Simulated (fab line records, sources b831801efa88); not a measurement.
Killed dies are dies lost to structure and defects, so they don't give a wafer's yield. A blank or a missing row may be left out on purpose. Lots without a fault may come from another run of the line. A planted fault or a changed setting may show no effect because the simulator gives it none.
Which tool did it? | flow gf180mcu | 12 lots, 36 wafers sampled, at 5 steps of a route of 602

WHAT THE GAUGES READ, wafer by wafer
GF_VT_IMPLANT_TW_MEAS_21.
lot  | measured     | on            | VT_IMPLANT_2_TW
L771 | day 6 07:31  | film_metro-01 | 1241 1234 1244
L774 | day 7 01:04  | film_metro-04 | 1223 1220 1215
L777 | day 7 21:08  | film_metro-04 | 1217 1215 1223
L778 | day 8 03:03  | film_metro-04 | 1212 1208 1211
L779 | day 8 09:41  | film_metro-01 | 1237 1237 1235
L780 | day 8 16:41  | film_metro-04 | 1210 1216 1209
L787 | day 10 12:28 | film_metro-01 | 1224 1236 1235
L788 | day 10 16:29 | film_metro-03 | 1206 1201 1203
L789 | day 10 22:09 | film_metro-01 | 1240 1236 1231
L790 | day 11 04:25 | film_metro-03 | 1209 1208 1205
L792 | day 11 18:42 | film_metro-04 | 1218 1220 1221
L793 | day 12 00:08 | film_metro-01 | 1233 1239 1239

GF_HV_LDD_RS_MEAS_53: measures by four-point-probe.
lot  | measured     | on            | HV_LDD_RS (ohm/sq)
L771 | day 12 12:41 | film_metro-02 | 418.3 418.3 418.8
L774 | day 13 06:51 | film_metro-02 | 418.3 417.7 417.4
L777 | day 14 10:08 | film_metro-04 | 416.6 416.6 416.2
L778 | day 14 18:24 | film_metro-02 | 416.3 416.8 417.1
L779 | day 15 04:58 | film_metro-01 | 418.4 419.0 418.7
L780 | day 15 11:49 | film_metro-02 | 418.1 417.1 418.4
L787 | day 17 20:40 | film_metro-02 | 417.4 418.4 417.6
L788 | day 18 01:14 | film_metro-02 | 421.7 421.9 420.6 421.0 421.2 422.4
L789 | day 18 07:24 | film_metro-04 | 424.4 423.9 424.7 422.6 423.7 423.7
L790 | day 18 16:47 | film_metro-04 | 419.6 417.8 419.5
L792 | day 19 10:09 | film_metro-04 | 418.5 418.3 418.5
L793 | day 19 15:07 | film_metro-02 | 418.5 419.2 418.2

GF_NSD_OVL_MEAS_08.
lot  | measured     | on         | NSD_OVL (nm)
L771 | day 13 11:37 | overlay-01 | 1.9 1.2 2.1
L774 | day 14 06:02 | overlay-01 | 0.4 -0.1 0.6
L777 | day 15 12:08 | overlay-02 | -3.0 -1.7 -1.6
L778 | day 15 18:01 | overlay-02 | 0.0 -0.8 0.0
L779 | day 16 07:14 | overlay-01 | -0.9 0.4 -0.6
L780 | day 16 12:27 | overlay-01 | 0.8 2.5 2.0
L787 | day 18 23:50 | overlay-02 | -2.4 -1.0 -2.3
L788 | day 19 03:55 | overlay-01 | -0.9 -0.9 -1.5
L789 | day 19 09:55 | overlay-02 | 0.3 0.2 -0.5
L790 | day 19 18:55 | overlay-02 | -1.5 0.4 -1.3
L792 | day 20 12:10 | overlay-02 | 0.5 0.3 0.7
L793 | day 20 17:05 | overlay-02 | -0.2 -0.5 -2.0

WHICH TOOL RAN EACH LOT (tool, then ch and the chambers of the sampled wafers, then the start)
lot  | GF_POLY_GATE_ETCH_12               | GF_HV_LDD_IMPLANT_35
L771 | rie_diel-01 ch 0,2,3, day 9 08:15  | implanter-04 ch 0, day 11 16:57
L774 | rie_diel-03 ch 0,1,2, day 9 23:21  | implanter-04 ch 0, day 12 10:05
L777 | rie_diel-03 ch 0,1,3, day 10 23:41 | implanter-04 ch 0, day 13 12:01
L778 | rie_diel-01 ch 2,3, day 11 07:36   | implanter-02 ch 0, day 13 20:44
L779 | rie_diel-03 ch 0,1,2, day 11 15:18 | implanter-02 ch 0, day 14 06:29
L780 | rie_diel-03 ch 0,1, day 11 23:38   | implanter-04 ch 0, day 14 14:16
L787 | rie_diel-01 ch 0,3, day 14 01:48   | implanter-02 ch 0, day 16 21:25
L788 | rie_diel-01 ch 1,3, day 14 05:17   | implanter-02 ch 0, day 17 01:34
L789 | rie_diel-02 ch 1,3, day 14 10:33   | implanter-02 ch 0, day 17 07:38
L790 | rie_diel-02 ch 1,2,3, day 14 19:23 | implanter-04 ch 0, day 17 16:30
L792 | rie_diel-03 ch 0,3, day 15 10:23   | implanter-04 ch 0, day 18 09:31
L793 | rie_diel-03 ch 0,3, day 15 15:53   | implanter-03 ch 0, day 18 13:49
- GF_POLY_GATE_ETCH_12: etches BARC in N2/H2.
- GF_HV_LDD_IMPLANT_35

WHAT THE TOOLS THEMSELVES READ (means of the sampled wafers that have a number; where no wafer has one, the mark that the record gives instead)
GF_POLY_GATE_ETCH_12.
lot  | tool        | drypump_motor_current_A (A) | oes_product_au (a.u.) | throttle_valve_pct (%)
L771 | rie_diel-01 | 5.7                         | 0.740                 | 13.212
L774 | rie_diel-03 | 5.6                         | 0.732                 | 13.214
L777 | rie_diel-03 | 5.6                         | 0.737                 | 13.214
L778 | rie_diel-01 | 5.4                         | 0.732                 | 13.218
L779 | rie_diel-03 | 5.6                         | 0.736                 | 13.215
L780 | rie_diel-03 | 5.6                         | 0.738                 | 13.214
L787 | rie_diel-01 | 5.9                         | 0.735                 | 13.213
L788 | rie_diel-01 | 5.7                         | 0.736                 | 13.208
L789 | rie_diel-02 | 5.2                         | 0.731                 | 13.213
L790 | rie_diel-02 | 5.4                         | 0.734                 | 13.218
L792 | rie_diel-03 | 5.3                         | 0.734                 | 13.211
L793 | rie_diel-03 | 5.2                         | 0.731                 | 13.217

GF_HV_LDD_IMPLANT_35.
lot  | tool         | beam_energy_keV | beam_on_s (s) | faraday_current_uA | rotation_deg (degrees) | tilt_deg (degrees)
L771 | implanter-04 | 60.026          | 9.80          | 43.1               | 179.95                 | 30.027
L774 | implanter-04 | 60.035          | 10.10         | 41.9               | 180.03                 | 29.992
L777 | implanter-04 | 59.979          | 9.98          | 42.5               | 179.98                 | 30.013
L778 | implanter-02 | 59.984          | 10.03         | 42.2               | 180.04                 | 30.001
L779 | implanter-02 | 60.006          | 10.09         | 42.0               | 179.99                 | 30.001
L780 | implanter-04 | 59.996          | 9.94          | 42.5               | 180.03                 | 30.005
L787 | implanter-02 | 60.004          | 9.88          | 42.9               | 179.99                 | 30.005
L788 | implanter-02 | 59.996          | 7.82          | 54.1               | 179.98                 | 29.993
L789 | implanter-02 | 59.991          | 8.03          | 52.6               | 180.00                 | 29.993
L790 | implanter-04 | 59.988          | 10.03         | 42.3               | 180.00                 | 30.001
L792 | implanter-04 | 60.001          | 10.09         | 41.9               | 180.02                 | 30.033
L793 | implanter-03 | 60.005          | 9.99          | 42.3               | 180.07                 | 30.002

THE ANSWER, worked out from the rows above alone
Rule: what is usual is taken from the lots themselves. Put in order of their means at a reading, lots are off if they are a third of the lots or fewer, leave a main group of 4 or more, and stand apart from it by a gap of 3 or more times the standard deviation of the main group's means; of several such gaps the widest counts. A main group whose means are all the same, to the digits that the tables above print for the reading, isn't used. A lot without any number at a reading at which 4 lots or more have one is off too. The other lots that the step has rows for count as sound. The gauges are gone through in route order, then the tools' own readings, and for those a lot's mean is taken as printed above. The first step at which some lot is off is used, and at that step the reading that is off furthest; a lot without a number counts as furthest.
Off: L788, L789, at GF_HV_LDD_RS_MEAS_53 (HV_LDD_RS). The main group: mean 418.0 ohm/sq, standard deviation 0.79.
A tool fits if, at a process step before that reading, it ran every lot that is off, and no sound lot after the first of them. The gauges at GF_HV_LDD_RS_MEAS_53 aren't tried: what is off there is off at GF_HV_LDD_IMPLANT_35 too, on other tools, and a gauge's error can't cause that. One fits: implanter-02 at GF_HV_LDD_IMPLANT_35. Its last sound lot is L787 (day 16 21:25), its first lot that is off L788 (day 17 01:34): a fault that began between those two fits.
The tool's own readings at GF_HV_LDD_IMPLANT_35 bear it out: on the lots that are off they differ by more than 5 times the standard deviation of the sound lots' means. beam_on_s reads 7.92 s there against 9.99 s on the sound lots; faraday_current_uA reads 53.4 there against 42.4 on the sound lots.

WHAT THE SIMULATOR HAD PUT IN
Process parameter drift: implanter-02, from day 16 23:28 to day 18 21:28, at GF_HV_LDD_IMPLANT_35. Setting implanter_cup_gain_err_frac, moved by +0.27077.
Lots struck among those shown: L788, L789. The rule above found the same.
